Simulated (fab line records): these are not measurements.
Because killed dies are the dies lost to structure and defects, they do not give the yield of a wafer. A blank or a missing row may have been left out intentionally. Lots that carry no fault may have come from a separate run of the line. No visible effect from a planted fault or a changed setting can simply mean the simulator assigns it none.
fab line records -- flow sfq-line
record lots=6, wafers=17, last-day=92
route steps=325 shown JJ@187 M5@198
lots with no fault: from the same line, run without faults
start-h: hours from the record's first day to the start of the lot's first wafer shown -- wait-h: hours since the lot's step before -- " unchanged from the row above -- L1.1+2: several wafers, shown together as one row -- - either no value or no given start -- * or withheld: withheld -- < > ~ a bound
route shown NAME@n: names a module that has steps shown in the file, with the first one's number in the route -- usual: mean/standard deviation of fault-free wafers -- same: alike in all rows -- chamber/n: place in a boat -- sites: each site's reading -- _std_site: their standard deviation -- _edge_site: inner sites' mean taken away from outer sites' mean -- radius-mm: for every site, how far away it sits from the centre of the wafer -- mask NAME#n: copy n -- behind: the most recent tool/chamber to have shaped the wafer -- hold: why the lot went on hold/how many hours it stayed there/how the hold came to an end -- device: the transistor (n, p or np) that didn't switch -- end of line: at the end of the route, the tests of the same wafers -- a step without rows: its recipe alone -- killed: dies lost to structure and defects at the first sort, not the wafer's yield -- map: a wafer's dies, marking killed ones x, the rest . and places with no die _
set.NAME: the run value of the setting; set.NAME@STEP: its run value at that earlier step -- model.NAME: the simulator's own value behind a step, which no gauge read
a table for each step, a row for each wafer; lots at some steps of the route
services: the hour from which a tool's chamber was out of use, counted from the record's first day as start-h (under 0 if before that day), plus the number of hours and why
## steps
# step SFQ_TRILAYER_JJ_CE_LITHO_SOFTBAKE_118
# recipe temp-c=withheld, time-s=withheld, resist=KrF
# step SFQ_TRILAYER_JJ_CE_LITHO_EXPOSE_115
# recipe mask-id=J5, na=0.6, source-shape=conventional, sigma-outer=0.65, target-cd-nm=700, dose-mj=14.4
# step SFQ_TRILAYER_JJ_CE_LITHO_PEB_117
# recipe peb-temp-c=115, peb-time-s=60, resist=KrF
# step SFQ_TRILAYER_JJ_CE_LITHO_DEVELOP_116
# recipe time-s=60, resist=KrF
# step SFQ_JJ_OVL_MEAS_931
# usual J5_OVL=1/5.6
lot.wafer,tool,chamber,start-h,wait-h,J5_OVL[nm]
L730.3,overlay-01,-,1324.85,0.1,-3
L730.5,overlay-01,-,1324.85,0.1,5
L730.6,overlay-01,-,1324.85,0.1,-6
L734.2,overlay-01,-,1329.64,0.1,0
L734.3,overlay-01,-,1329.64,0.1,5
L734.5,overlay-01,-,1329.64,0.1,1
L738.3,overlay-01,-,1334.45,0.1,9
L738.4,overlay-01,-,1334.45,0.1,4
L740.1,overlay-02,-,1406.92,0.1,1
L740.4,overlay-02,-,1406.92,0.1,4
L740.5,overlay-02,-,1406.92,0.1,-1
L742.2,overlay-02,-,1411.73,0.1,0
L742.4,overlay-02,-,1411.73,0.1,-6
L742.5,overlay-02,-,1411.73,0.1,-4
L746.1,overlay-02,-,1496.39,0.1,-3
L746.2,overlay-02,-,1496.39,0.1,-6
L746.6,overlay-02,-,1496.39,0.1,-11
# step SFQ_TRILAYER_JJ_CE_METRO_MEASURE_117
# usual cd-nm=699.7/1.4
lot.wafer,tool,chamber,start-h,wait-h,cd-nm
L730.3,cd-sem-02,-,1325.27,0.4,701.5
L730.5,cd-sem-02,-,1325.27,0.4,700.7
L730.6,cd-sem-02,-,1325.27,0.4,701.5
L734.2,cd-sem-02,-,1329.87,0.2,701.5
L734.3,cd-sem-02,-,1329.87,0.2,701.2
L734.5,cd-sem-02,-,1329.87,0.2,701.4
L738.3,cd-sem-01,-,1334.87,0.4,699.1
L738.4,cd-sem-01,-,1334.87,0.4,697.9
L740.1,cd-sem-02,-,1406.96,0.0,698.9
L740.4,cd-sem-02,-,1406.96,0.0,699.3
L740.5,cd-sem-02,-,1406.96,0.0,699.1
L742.2,cd-sem-02,-,1411.96,0.2,700.5
L742.4,cd-sem-02,-,1411.96,0.2,699.6
L742.5,cd-sem-02,-,1411.96,0.2,700.1
L746.1,cd-sem-02,-,1496.43,0.0,699.7
L746.2,cd-sem-02,-,1496.43,0.0,698.1
L746.6,cd-sem-02,-,1496.43,0.0,701.1
# step SFQ_TRILAYER_JJ_CE_BARC_OPEN_RIE_150
# recipe mask-material=PR, chemistry=O2, target-depth-nm=240, target=BARC, icp-w=600, bias-w=80, pressure-mtorr=10, time-s=80
# usual drypump-motor-current-A=5.8/0.35, oes-product-au=0.537/0.0048
# same time-s=80
lot.wafer,tool,chamber,start-h,wait-h,drypump-motor-current-A,oes-product-au,rf-hours-counter-h
L730.3,rie-metal-02,0,1326.11,0.6,5.5,0.539,-
L730.5,rie-metal-02,0,1326.11,0.6,5.4,0.534,-
L730.6,rie-metal-02,1,1326.11,0.6,6.3,0.541,-
L734.2,rie-metal-02,0,1330.87,0.8,5.5,0.534,104
L734.3,rie-metal-02,0,1330.87,0.8,5.5,0.533,-
L734.5,rie-metal-02,0,1330.87,0.8,5.5,0.541,-
L738.3,rie-metal-04,0,1335.71,0.6,5.8,0.544,-
L738.4,rie-metal-04,1,1335.71,0.6,6.2,0.538,-
L740.1,rie-metal-02,1,1408.16,1.0,6.3,0.535,28
L740.4,rie-metal-02,0,1408.16,1.0,5.5,0.531,-
L740.5,rie-metal-02,0,1408.16,1.0,5.5,0.531,-
L742.2,rie-metal-04,1,1412.96,0.8,6.1,0.532,3
L742.4,rie-metal-04,0,1412.96,0.8,5.8,0.539,-
L742.5,rie-metal-04,0,1412.96,0.8,5.8,0.529,-
L746.1,rie-metal-01,1,1497.63,1.0,5.4,0.535,51
L746.2,rie-metal-01,0,1497.63,1.0,5.5,0.530,73
L746.6,rie-metal-01,1,1497.63,1.0,5.4,0.543,-
# step SFQ_TRILAYER_JJ_CE_ETCH_RIE_118
# recipe target=Nb, stop-on=Al2O3, mask-material=PR, taper-deg=13.257, over-etch-frac=0.15, time-s=97.7, chemistry=SF6, target-depth-nm=170, icp-w=600, bias-w=80, pressure-mtorr=10
# usual drypump-motor-current-A=5.8/0.35, oes-product-au=0.988/0.0082
# same time-s=97.7
lot.wafer,tool,chamber,start-h,wait-h,drypump-motor-current-A,oes-product-au,rf-hours-counter-h
L730.3,rie-metal-02,0,1326.20,0.1,5.5,0.985,-
L730.5,rie-metal-02,0,1326.20,0.1,5.5,0.974,-
L730.6,rie-metal-02,1,1326.20,0.1,6.3,0.988,-
L734.2,rie-metal-02,0,1330.97,0.1,5.5,0.995,104
L734.3,rie-metal-02,0,1330.97,0.1,5.5,0.985,-
L734.5,rie-metal-02,0,1330.97,0.1,5.5,0.990,-
L738.3,rie-metal-04,0,1335.80,0.1,5.8,0.990,-
L738.4,rie-metal-04,1,1335.80,0.1,6.1,1.000,-
L740.1,rie-metal-02,1,1408.25,0.1,6.3,0.997,28
L740.4,rie-metal-02,0,1408.25,0.1,5.5,0.988,-
L740.5,rie-metal-02,0,1408.25,0.1,5.5,0.992,-
L742.2,rie-metal-04,1,1413.05,0.1,6.2,1.008,3
L742.4,rie-metal-04,0,1413.05,0.1,5.7,0.997,-
L742.5,rie-metal-04,0,1413.05,0.1,5.8,0.987,-
L746.1,rie-metal-01,1,1497.72,0.1,5.4,0.990,51
L746.2,rie-metal-01,0,1497.72,0.1,5.5,0.991,73
L746.6,rie-metal-01,1,1497.72,0.1,5.4,0.980,-
# step SFQ_TRILAYER_JJ_ANODIZE_ANODIZE_119
# recipe current-density-ma-cm2=withheld, end-current-density-ma-cm2=withheld, bath-temp-c=withheld
# step SFQ_TRILAYER_JJ_CE_STRIP_STRIP_120
# recipe gas=O2, power-w=200, platen-temp-c=40, overash-fraction=0.65, chemistry=O2, pressure-mtorr=50
# usual drypump-motor-current-A=5.8/0.35, oes-product-au=1.001/0.0098
lot.wafer,tool,chamber,start-h,wait-h,drypump-motor-current-A,oes-product-au,rf-hours-counter-h
L730.3,rie-metal-01,0,1326.97,0.2,5.5,1.000,-
L730.5,rie-metal-01,0,1326.97,0.2,5.5,0.996,-
L730.6,rie-metal-01,1,1326.97,0.2,5.4,0.983,-
L734.2,rie-metal-01,0,1331.57,0.0,5.5,0.987,52
L734.3,rie-metal-01,0,1331.57,0.0,5.5,0.980,-
L734.5,rie-metal-01,0,1331.57,0.0,5.5,0.990,-
L738.3,rie-metal-02,1,1336.57,0.2,6.3,1.016,-
L738.4,rie-metal-02,0,1336.57,0.2,5.5,1.015,-
L740.1,rie-metal-01,1,1408.90,0.0,5.4,1.004,40
L740.4,rie-metal-01,0,1408.90,0.0,5.5,0.991,-
L740.5,rie-metal-01,1,1408.90,0.0,5.4,0.990,-
L742.2,rie-metal-01,0,1413.70,0.0,5.5,0.986,63
L742.4,rie-metal-01,1,1413.70,0.0,5.4,0.995,-
L742.5,rie-metal-01,1,1413.70,0.0,5.5,1.011,-
L746.1,rie-metal-02,1,1498.37,0.0,6.3,1.012,40
L746.2,rie-metal-02,1,1498.37,0.0,6.3,0.995,-
L746.6,rie-metal-02,1,1498.37,0.0,6.3,1.005,-
# step SFQ_TRILAYER_JJ_CE_STRIP_SOLV_CLEAN_121
# recipe chemistry=NMP, temp-c=70, time-s=600
# step SFQ_TRILAYER_M5_LITHO_COAT_128
# recipe resist=BARC, spin-rpm=3000, resist-thk-nm=62
# step SFQ_TRILAYER_M5_LITHO_COAT_123
# recipe resist=KrF, spin-rpm=3000, resist-thk-nm=600
# usual exhaust-pa=44.8/0.85
lot.wafer,tool,chamber,start-h,wait-h,exhaust-pa,model.KrF_of_TRILAYER_M5_LITHO_COAT_123.thk-nm
L730.3,litho-track-01,0,1327.96,0.2,44.2,598.8
L730.5,litho-track-01,0,1327.96,0.2,44.6,601.8
L730.6,litho-track-01,0,1327.96,0.2,44.5,599.2
L734.2,litho-track-02,0,1332.78,0.2,44.6,601.4
L734.3,litho-track-02,0,1332.78,0.2,46.2,601.1
L734.5,litho-track-02,0,1332.78,0.2,45.6,648.6
L738.3,litho-track-02,0,1337.55,0.2,44.6,602
L738.4,litho-track-02,0,1337.55,0.2,44.0,650.7
L740.1,litho-track-02,0,1409.98,0.2,44.3,599
L740.4,litho-track-02,0,1409.98,0.2,45.5,598.3
L740.5,litho-track-02,0,1409.98,0.2,44.0,598.9
L742.2,litho-track-01,0,1414.83,0.2,45.2,598.8
L742.4,litho-track-01,0,1414.83,0.2,44.5,601.8
L742.5,litho-track-01,0,1414.83,0.2,44.0,599.4
L746.1,litho-track-01,0,1500.29,0.2,44.5,598.5
L746.2,litho-track-01,0,1500.29,0.2,45.6,600.1
L746.6,litho-track-01,0,1500.29,0.2,45.3,598.2
# step SFQ_TRILAYER_M5_LITHO_SOFTBAKE_127
# recipe temp-c=withheld, time-s=withheld, resist=KrF
# step SFQ_TRILAYER_M5_LITHO_EXPOSE_124
# recipe mask-id=M5, na=0.6, source-shape=conventional, sigma-outer=0.65, target-cd-nm=700, dose-mj=14.4
# step SFQ_TRILAYER_M5_LITHO_PEB_126
# recipe peb-temp-c=115, peb-time-s=60, resist=KrF
# step SFQ_TRILAYER_M5_LITHO_DEVELOP_125
# recipe time-s=60, resist=KrF
# step SFQ_M5_OVL_MEAS_932
# usual M5_OVL=0/5.3
lot.wafer,tool,chamber,start-h,wait-h,M5_OVL[nm]
L730.3,overlay-01,-,1444.46,0.1,-8
L730.5,overlay-01,-,1444.46,0.1,-9
L730.6,overlay-01,-,1444.46,0.1,0
L734.2,overlay-02,-,1458.33,0.1,4
L734.3,overlay-02,-,1458.33,0.1,-4
L734.5,overlay-02,-,1458.33,0.1,-6
L738.3,overlay-02,-,1467.94,0.1,2
L738.4,overlay-02,-,1467.94,0.1,-2
L740.1,overlay-02,-,1537.32,0.1,2
L740.4,overlay-02,-,1537.32,0.1,5
L740.5,overlay-02,-,1537.32,0.1,4
L742.2,overlay-02,-,1542.12,0.1,3
L742.4,overlay-02,-,1542.12,0.1,-1
L742.5,overlay-02,-,1542.12,0.1,2
L746.1,overlay-01,-,1610.64,0.1,1
L746.2,overlay-01,-,1610.64,0.1,1
L746.6,overlay-01,-,1610.64,0.1,3
# step SFQ_TRILAYER_M5_BARC_OPEN_METAL_ETCH_161
# recipe mask-material=PR, chemistry=O2, target-depth-nm=125, target=BARC, icp-w=600, bias-w=80, pressure-mtorr=10, time-s=41.7
# usual drypump-motor-current-A=5.8/0.34, oes-product-au=0.685/0.0046
# same time-s=41.7
lot.wafer,tool,chamber,start-h,wait-h,drypump-motor-current-A,oes-product-au,rf-hours-counter-h
L730.3,rie-metal-02,0,1444.51,0.0,5.5,0.680,-
L730.5,rie-metal-02,1,1444.51,0.0,6.3,0.688,-
L730.6,rie-metal-02,0,1444.51,0.0,5.5,0.689,-
L734.2,rie-metal-02,0,1458.36,0.0,5.5,0.688,120
L734.3,rie-metal-02,1,1458.36,0.0,6.3,0.690,-
L734.5,rie-metal-02,0,1458.36,0.0,5.5,0.680,-
L738.3,rie-metal-02,0,1467.98,0.0,5.5,0.682,-
L738.4,rie-metal-02,1,1467.98,0.0,6.3,0.692,-
L740.1,rie-metal-02,0,1537.35,0.0,5.5,0.683,3
L740.4,rie-metal-02,0,1537.35,0.0,5.5,0.686,-
L740.5,rie-metal-02,1,1537.35,0.0,6.3,0.684,-
L742.2,rie-metal-02,1,1542.15,0.0,6.3,0.691,48
L742.4,rie-metal-02,1,1542.15,0.0,6.3,0.689,-
L742.5,rie-metal-02,0,1542.15,0.0,5.5,0.682,-
L746.1,rie-metal-03,0,1610.68,0.0,5.9,0.690,70
L746.2,rie-metal-03,1,1610.68,0.0,5.7,0.680,35
L746.6,rie-metal-03,1,1610.68,0.0,5.8,0.686,-
# step SFQ_TRILAYER_M5_ETCH_METAL_ETCH_126
# recipe target=Nb, stop-on=SiO2, mask-material=PR, over-etch-frac=0.15, time-s=203.2, chemistry=Cl2/BCl3, target-depth-nm=265, icp-w=600, bias-w=80, pressure-mtorr=10
# usual drypump-motor-current-A=5.8/0.34, oes-product-au=0.728/0.0057
# same time-s=203.2
lot.wafer,tool,chamber,start-h,wait-h,drypump-motor-current-A,oes-product-au,rf-hours-counter-h,model.KrF_of_TRILAYER_M5_LITHO_COAT_123.thk-nm
L730.3,rie-metal-02,0,1444.61,0.1,5.5,0.732,-,366.2
L730.5,rie-metal-02,1,1444.61,0.1,6.3,0.731,-,365.7
L730.6,rie-metal-02,0,1444.61,0.1,5.4,0.728,-,367.4
L734.2,rie-metal-02,0,1458.42,0.0,5.5,0.716,120,369.6
L734.3,rie-metal-02,1,1458.42,0.0,6.3,0.722,-,366.9
L734.5,rie-metal-02,0,1458.42,0.0,5.4,0.719,-,415
L738.3,rie-metal-02,0,1468.09,0.1,5.5,0.730,-,372.5
L738.4,rie-metal-02,1,1468.09,0.1,6.3,0.728,-,418.1
L740.1,rie-metal-02,0,1537.41,0.0,5.5,0.730,3,370.3
L740.4,rie-metal-02,0,1537.41,0.0,5.5,0.725,-,369.1
L740.5,rie-metal-02,1,1537.41,0.0,6.3,0.724,-,366.2
L742.2,rie-metal-02,1,1542.21,0.0,6.3,0.724,48,364.4
L742.4,rie-metal-02,1,1542.21,0.0,6.3,0.725,-,367
L742.5,rie-metal-02,0,1542.21,0.0,5.5,0.727,-,370.8
L746.1,rie-metal-03,0,1610.74,0.0,5.9,0.727,70,368.6
L746.2,rie-metal-03,1,1610.74,0.0,5.8,0.737,35,374.1
L746.6,rie-metal-03,1,1610.74,0.0,5.7,0.726,-,371.6
# step SFQ_TRILAYER_M5_STRIP_STRIP_127
# recipe gas=O2, power-w=200, platen-temp-c=40, overash-fraction=0.65, chemistry=O2, pressure-mtorr=50
## services
tool,chamber,start-h,hours,kind
rie-metal-04,-,1306.57,0.8,repair
cd-sem-02,-,1316.40,2.6,pm
cd-sem-01,-,1327.27,0.5,pm
rie-metal-03,-,1332.52,0.1,repair
cd-sem-02,-,1333.27,3.2,pm
cd-sem-01,-,1342.55,0.3,pm
rie-metal-01,-,1368.10,0.5,repair
cd-sem-01,-,1374.27,0.3,pm
rie-metal-04,1,1376.83,8.4,repair
cd-sem-01,-,1412.51,0.7,pm
cd-sem-02,-,1419.82,0.2,pm
cd-sem-02,-,1437.93,0.4,pm
rie-metal-04,-,1447.71,1.4,pm
cd-sem-02,-,1453.45,0.7,pm
rie-metal-02,0,1493.95,-,clean
cd-sem-01,-,1511.19,1.3,pm
cd-sem-02,-,1555.37,50.8,repair
cd-sem-01,-,1582.27,0.4,pm
rie-metal-01,-,1601.27,2.8,pm
cd-sem-01,-,1605.16,2.5,repair
rie-metal-04,0,1605.45,19.5,repair
cd-sem-02,-,1607.69,1.4,pm
cd-sem-01,-,1609.09,0.5,pm
cd-sem-02,-,1609.58,0.6,pm
## key
first-sign none at tools or gauges
model-effect step=SFQ_TRILAYER_M5_LITHO_COAT_123, value=KrF_of_TRILAYER_M5_LITHO_COAT_123.thk-nm, without=602.5, struck=649.7
model-effect step=SFQ_TRILAYER_M5_ETCH_METAL_ETCH_126, value=KrF_of_TRILAYER_M5_LITHO_COAT_123.thk-nm, without=369.4, struck=416.6
met-at SFQ_TRILAYER_M5_LITHO_COAT_123
struck-wafers L734.5,L738.4
fault kind=process-parameter-drift, tool=litho-track-02, chamber=-, onset-h=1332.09, steps=SFQ_TRILAYER_M5_LITHO_COAT_123, channel=resist-thk-nm, offset=47.032, shape=step, end-h=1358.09, scope=struck-wafers-only, acts-in=these-recipes-only, stated=600
